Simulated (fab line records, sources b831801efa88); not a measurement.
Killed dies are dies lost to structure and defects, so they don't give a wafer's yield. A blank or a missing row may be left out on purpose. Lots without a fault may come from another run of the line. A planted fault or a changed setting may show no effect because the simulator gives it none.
Which tool did it? | flow gf180mcu | 15 lots, 45 wafers sampled, at 5 steps of a route of 602

WHAT THE GAUGES READ, wafer by wafer
GF_NSD_OVL_MEAS_08. Usual: NSD_OVL -0.3 nm, standard deviation 1.3.
lot  | measured     | on         | NSD_OVL (nm)   | flag
L879 | day 13 09:07 | overlay-02 | -0.5 -0.8 1.0  |
L880 | day 13 15:41 | overlay-01 | 0.4 -0.1 -0.7  |
L881 | day 14 03:04 | overlay-01 | 0.6 1.4 1.9    |
L883 | day 14 19:06 | overlay-01 | -1.0 -0.8 -1.0 |
L885 | day 15 20:02 | overlay-02 | -1.6 -1.6 -1.8 |
L889 | day 16 22:47 | overlay-02 | 1.5 -0.8 0.0   |
L890 | day 17 02:13 | overlay-01 | -0.8 -0.7 -0.6 |
L891 | day 17 18:04 | overlay-01 | 0.1 -0.1 -1.5  |
L892 | day 17 21:28 | overlay-01 | 1.7 -0.2 1.0   |
L893 | day 18 05:13 | overlay-01 | -0.9 -0.6 1.3  |
L895 | day 18 21:58 | overlay-01 | -0.4 -2.2 -2.9 |
L896 | day 19 02:40 | overlay-01 | 0.5 -1.4 -0.6  |
L897 | day 19 14:37 | overlay-01 | -3.1 -2.1 -2.4 |
L898 | day 19 20:23 | overlay-02 | 0.9 -0.9 0.2   |
L902 | day 21 04:55 | overlay-01 | -2.4 -2.3 -1.3 |

GF_PSD_RS_MEAS_14: measures by four-point-probe. Usual: NSD_RS 46.15 ohm/sq, standard deviation 0.081.
lot  | measured     | on            | NSD_RS (ohm/sq)   | flag
L879 | day 14 05:47 | film_metro-03 | 46.06 46.03 46.11 |
L880 | day 14 17:55 | film_metro-02 | 46.21 46.22 46.16 |
L881 | day 15 00:52 | film_metro-02 | 46.03 46.15 46.21 |
L883 | day 15 17:23 | film_metro-03 | 46.13 46.04 46.19 |
L885 | day 16 19:04 | film_metro-02 | 46.11 46.13 46.00 |
L889 | day 17 20:44 | film_metro-03 | 46.11 46.08 46.11 |
L890 | day 18 00:48 | film_metro-03 | 46.24 46.13 46.20 |
L891 | day 18 18:24 | film_metro-01 | 46.10 45.99 46.03 |
L892 | day 18 22:16 | film_metro-03 | 46.13 46.06 46.16 |
L893 | day 19 06:09 | film_metro-01 | 46.21 46.06 46.24 |
L895 | day 19 22:29 | film_metro-02 | 46.11 46.23 46.17 |
L896 | day 20 03:25 | film_metro-03 | - - -             | OFF
L897 | day 20 15:03 | film_metro-03 | - - -             | OFF
L898 | day 20 21:37 | film_metro-01 | - - -             | OFF
L902 | day 22 07:49 | film_metro-02 | 46.23 46.39 46.32 |

WHICH TOOL RAN EACH LOT (tool, then ch and the chambers of the sampled wafers, then the start)
lot  | GF_HV_LDD_STRIP_49                   | GF_HV_LDD_ETCHBACK_58              | GF_PSD_RTA_13
L879 | plasma_asher-02 ch 0,1, day 12 10:28 | rie_diel-03 ch 0,2,3, day 12 13:25 | rtp_anneal-02 ch 0, day 14 05:42
L880 | plasma_asher-03 ch 0,1, day 12 16:41 | rie_diel-03 ch 0,1, day 12 19:40   | rtp_anneal-02 ch 0, day 14 17:50
L881 | plasma_asher-03 ch 1, day 13 03:38   | rie_diel-04 ch 2,3, day 13 06:37   | rtp_anneal-02 ch 0, day 15 00:47
L883 | plasma_asher-01 ch 0,1, day 13 18:26 | rie_diel-04 ch 0,2,3, day 13 21:22 | rtp_anneal-02 ch 0, day 15 17:16
L885 | plasma_asher-03 ch 0,1, day 14 17:59 | rie_diel-01 ch 1,2, day 14 22:09   | rtp_anneal-01 ch 0, day 16 18:59
L889 | plasma_asher-02 ch 0,1, day 15 21:29 | rie_diel-01 ch 1,2, day 16 00:25   | rtp_anneal-01 ch 0, day 17 20:39
L890 | plasma_asher-01 ch 0,1, day 16 01:32 | rie_diel-01 ch 0,1,2, day 16 04:30 | rtp_anneal-02 ch 0, day 18 00:43
L891 | plasma_asher-02 ch 0,1, day 16 17:47 | rie_diel-03 ch 0,3, day 16 20:45   | rtp_anneal-01 ch 0, day 18 18:19
L892 | plasma_asher-01 ch 0,1, day 16 21:02 | rie_diel-01 ch 0,1,2, day 17 00:00 | rtp_anneal-01 ch 0, day 18 22:11
L893 | plasma_asher-02 ch 0, day 17 02:48   | rie_diel-03 ch 0,3, day 17 05:46   | rtp_anneal-02 ch 0, day 19 06:04
L895 | plasma_asher-01 ch 0,1, day 17 19:00 | rie_diel-04 ch 0,1,3, day 17 22:01 | rtp_anneal-01 ch 0, day 19 22:24
L896 | plasma_asher-02 ch 0, day 17 23:29   | rie_diel-04 ch 1,3, day 18 02:31   | rtp_anneal-01, day 20 03:20
L897 | plasma_asher-03 ch 0,1, day 18 11:30 | rie_diel-04 ch 0,1,2, day 18 14:28 | rtp_anneal-01, day 20 14:58
L898 | plasma_asher-02 ch 0,1, day 18 15:41 | rie_diel-01 ch 0,3, day 18 19:53   | rtp_anneal-02, day 20 21:32
L902 | plasma_asher-03 ch 0,1, day 20 01:23 | rie_diel-04 ch 1,2,3, day 20 04:19 | rtp_anneal-01 ch 0, day 22 07:44
- GF_HV_LDD_STRIP_49: strips in O2/N2.
- GF_HV_LDD_ETCHBACK_58: etches Si3N4 in CH3F/O2, stops on SiO2, time 100 s, target depth 90 nm.
- GF_PSD_RTA_13: time 20 s.

WHAT THE TOOLS THEMSELVES READ (means of the sampled wafers that have a number; where no wafer has one, the mark that the record gives instead)
GF_HV_LDD_STRIP_49. Usual: drypump_motor_current_A 5.8 A, standard deviation 0.51; heater_power_w 352 W, standard deviation 29; oes_product_au 0.716 a.u., standard deviation 0.0043; strip_time_to_endpoint_s 12.62 s, standard deviation 0.039.
lot  | tool            | drypump_motor_current_A (A) | heater_power_w (W) | oes_product_au (a.u.) | strip_time_to_endpoint_s (s) | flag
L879 | plasma_asher-02 | 6.5                         | 331                | 0.718                 | 12.60                        |
L880 | plasma_asher-03 | 5.6                         | 370                | 0.714                 | 12.69                        |
L881 | plasma_asher-03 | 5.3                         | 370                | 0.711                 | 12.57                        |
L883 | plasma_asher-01 | 5.6                         | 364                | 0.719                 | 12.56                        |
L885 | plasma_asher-03 | 5.7                         | 376                | 0.715                 | 12.61                        |
L889 | plasma_asher-02 | 6.0                         | 335                | 0.715                 | 12.64                        |
L890 | plasma_asher-01 | 5.6                         | 362                | 0.716                 | 12.65                        |
L891 | plasma_asher-02 | 6.0                         | 335                | 0.716                 | 12.62                        |
L892 | plasma_asher-01 | 5.6                         | 358                | 0.714                 | 12.60                        |
L893 | plasma_asher-02 | 6.8                         | 341                | 0.713                 | 12.58                        |
L895 | plasma_asher-01 | 5.6                         | 362                | 0.715                 | 12.60                        |
L896 | plasma_asher-02 | 6.8                         | 340                | 0.720                 | 12.61                        |
L897 | plasma_asher-03 | 5.6                         | 371                | 0.715                 | 12.66                        |
L898 | plasma_asher-02 | 6.4                         | 330                | 0.715                 | 12.57                        |
L902 | plasma_asher-03 | 5.6                         | 363                | 0.715                 | 12.62                        |

GF_HV_LDD_ETCHBACK_58. Usual: ch3f_flow_sccm 40.02 sccm, standard deviation 0.11; drypump_motor_current_A 5.7 A, standard deviation 0.53; oes_product_au 0.844 a.u., standard deviation 0.0073; rf_fwd_power_W 398.0 W, standard deviation 1.3; throttle_valve_pct 10.561 %, standard deviation 0.0081.
lot  | tool        | ch3f_flow_sccm (sccm) | drypump_motor_current_A (A) | oes_product_au (a.u.) | rf_fwd_power_W (W) | throttle_valve_pct (%) | flag
L879 | rie_diel-03 | 40.07                 | 5.7                         | 0.832                 | 397.7              | 10.566                 |
L880 | rie_diel-03 | 39.94                 | 5.2                         | 0.844                 | 397.1              | 10.563                 |
L881 | rie_diel-04 | 40.09                 | 5.1                         | 0.848                 | 397.9              | 10.568                 |
L883 | rie_diel-04 | 40.05                 | 5.4                         | 0.846                 | 398.7              | 10.558                 |
L885 | rie_diel-01 | 40.08                 | 6.1                         | 0.849                 | 398.8              | 10.560                 |
L889 | rie_diel-01 | 40.04                 | 6.1                         | 0.838                 | 398.7              | 10.564                 |
L890 | rie_diel-01 | 40.00                 | 5.9                         | 0.838                 | 398.2              | 10.552                 |
L891 | rie_diel-03 | 40.05                 | 5.7                         | 0.841                 | 397.5              | 10.560                 |
L892 | rie_diel-01 | 40.06                 | 6.0                         | 0.846                 | 398.4              | 10.562                 |
L893 | rie_diel-03 | 40.06                 | 5.6                         | 0.853                 | 398.9              | 10.562                 |
L895 | rie_diel-04 | 40.10                 | 5.6                         | 0.855                 | 399.9              | 10.560                 |
L896 | rie_diel-04 | 39.98                 | 5.3                         | 0.849                 | 398.6              | 10.558                 |
L897 | rie_diel-04 | 39.94                 | 5.5                         | 0.835                 | 397.9              | 10.566                 |
L898 | rie_diel-01 | 40.01                 | 6.3                         | 0.833                 | 396.8              | 10.558                 |
L902 | rie_diel-04 | 39.95                 | 5.2                         | 0.849                 | 398.1              | 10.566                 |

GF_PSD_RTA_13. Usual: anneal_temp_c_max 1032.4, standard deviation 1.3; chamber_o2_ppm 2.003, standard deviation 0.023; lamp_power_pct 29.9 %, standard deviation 2.1; wafer_temp_C_max 1031.7, standard deviation 1.7.
lot  | tool          | anneal_temp_c_max | chamber_o2_ppm | lamp_power_pct (%) | wafer_temp_C_max | flag
L879 | rtp_anneal-02 | 1031.4            | 2.015          | 27.8               | 1032.1           |
L880 | rtp_anneal-02 | 1031.9            | 2.049          | 27.8               | 1032.1           |
L881 | rtp_anneal-02 | 1032.5            | 2.005          | 27.8               | 1033.8           |
L883 | rtp_anneal-02 | 1030.8            | 2.005          | 27.8               | 1032.1           |
L885 | rtp_anneal-01 | 1031.9            | 2.012          | 32.0               | 1031.3           |
L889 | rtp_anneal-01 | 1034.3            | 1.994          | 32.0               | 1030.7           |
L890 | rtp_anneal-02 | 1031.6            | 1.997          | 27.7               | 1032.9           |
L891 | rtp_anneal-01 | 1033.8            | 2.012          | 32.0               | 1030.7           |
L892 | rtp_anneal-01 | 1031.9            | 2.015          | 32.0               | 1030.9           |
L893 | rtp_anneal-02 | 1032.1            | 1.998          | 27.8               | 1033.3           |
L895 | rtp_anneal-01 | 1032.1            | 2.001          | 32.0               | 1031.0           |
L896 | rtp_anneal-01 | -                 | -              | -                  | -                | OFF
L897 | rtp_anneal-01 | -                 | -              | -                  | -                | OFF
L898 | rtp_anneal-02 | -                 | -              | -                  | -                | OFF
L902 | rtp_anneal-01 | 1034.3            | 1.986          | 32.0               | 1030.1           |

THE ANSWER, worked out from the rows above alone
Rule: a lot is off if the mean of its wafers that have a number lies more than 3 standard deviations from the usual mean. A lot without any number at a reading at which 4 lots or more have one is off too. The other lots that the step has rows for count as sound. The gauges are gone through in route order, then the tools' own readings, and for those a lot's mean is taken as printed above. The first step at which some lot is off is used, and at that step the reading that is off furthest; a lot without a number counts as furthest.
Off: L896, L897, L898, at GF_PSD_RS_MEAS_14 (NSD_RS). Without a number there: L896, L897, L898.
A tool fits if, at a process step before that reading, it ran every lot that is off, and no sound lot after the first of them. The gauges at GF_PSD_RS_MEAS_14 aren't tried: what is off there is off at GF_PSD_RTA_13 too, on other tools, and a gauge's error can't cause that. None of those tried fits.

WHAT THE SIMULATOR HAD PUT IN
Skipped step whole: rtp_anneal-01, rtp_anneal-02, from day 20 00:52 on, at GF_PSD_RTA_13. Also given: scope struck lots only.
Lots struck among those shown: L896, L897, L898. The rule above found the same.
